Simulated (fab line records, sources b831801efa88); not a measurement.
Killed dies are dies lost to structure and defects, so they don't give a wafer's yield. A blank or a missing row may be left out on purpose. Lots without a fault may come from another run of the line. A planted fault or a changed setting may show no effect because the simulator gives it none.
Problem report in the 8D (eight disciplines) form, filled by code | flow sky130 | the parts of the form that need people (team, actions taken, sign-off) are left out

1. THE PROBLEM
chamber_pressure_Torr at SKY_CONTACT_CVD_24 reads a mean of 35.26 Torr on 3 wafers of 2 lots; wafers without a fault read 40.01 Torr with a standard deviation of 0.087. That is -55 standard deviations from the usual mean.
The step: deposits W, target thk 340 nm, time 102.12 s.
First seen on wafer L214.1, day 35 20:29, on cvd_w-02. The record holds 39 wafers of 13 lots with a number at this step. Rule for "out", or "out of limits": more than 4 standard deviations from the usual mean. The other wafers with a number count as sound.

2. WHAT IT IS AND WHAT IT IS NOT
question                    | is                     | is not
which readings at this step | chamber_pressure_Torr  | heater_power_w
which lots                  | L214, L217             | L201, L202, L203, L204, L206, L209, L210, L211, L213, L216, L221
which wafers of those lots  | L214.1, L217.3, L217.6 | L214.2, L214.3, L217.5
read on which tools         | cvd_w-02               | cvd_w-01
when                        | from day 35 20:29      | up to then (29 sound wafers); but 7 sound wafers of L216, L217, L221 came after

3. SUSPECTS, AND WHAT RULES EACH OUT
Counting: a tool at a process step up to the reading stays a suspect if it ran every lot that is out. Sound lots after the first of them don't rule it out here, since some wafers of a struck lot are sound.
- cvd_w-02 at SKY_CONTACT_CVD_24 (deposits W, target thk 340 nm, time 102.12 s): kept. It ran every lot that is out, first L214 (day 35 20:29); its last sound lot up to then is L213 (day 35 11:30). Its own readings are out on those wafers: chamber_pressure_Torr.
- Within cvd_w-02 at SKY_CONTACT_CVD_24: the wafers that are out ran in chamber 0; their sound lot-mates ran in chamber 1.
Left after counting: cvd_w-02 at SKY_CONTACT_CVD_24.

4. THE CAUSE (what the simulator had put in)
Process parameter drift: cvd_w-02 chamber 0, from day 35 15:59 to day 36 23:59, at SKY_CONTACT_CVD_24. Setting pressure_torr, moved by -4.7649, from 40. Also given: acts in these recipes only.
Counting left only this tool.

5. THE CHAIN OF EFFECTS, in route order
Each row: a reading whose mean over the struck wafers that have a number lies more than 3 standard deviations from the usual. Only readings for which the record gives a usual standard deviation are gone through. hours: the time from each lot's start at the first step in this table that gives one to its start at this step, as a median over the lots. sigmas: the change in usual standard deviations.
hours | step                   | reading               | usual        | on struck wafers | change | sigmas
0     | SKY_CONTACT_CVD_24     | chamber_pressure_Torr | 40.01 Torr   | 35.26            | -4.75  | -55
0     | SKY_CONTACT_RS_MEAS_25 | CONTACT_W_RS          | 0.338 ohm/sq | 0.355            | +0.017 | +3.3
The process steps in it:
- SKY_CONTACT_CVD_24: deposits W, target thk 340 nm, time 102.12 s.

6. WHAT WOULD HAVE CAUGHT IT SOONER
In this record the first reading out of limits was taken at day 35 20:29, 4 hours after the fault began at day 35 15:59.
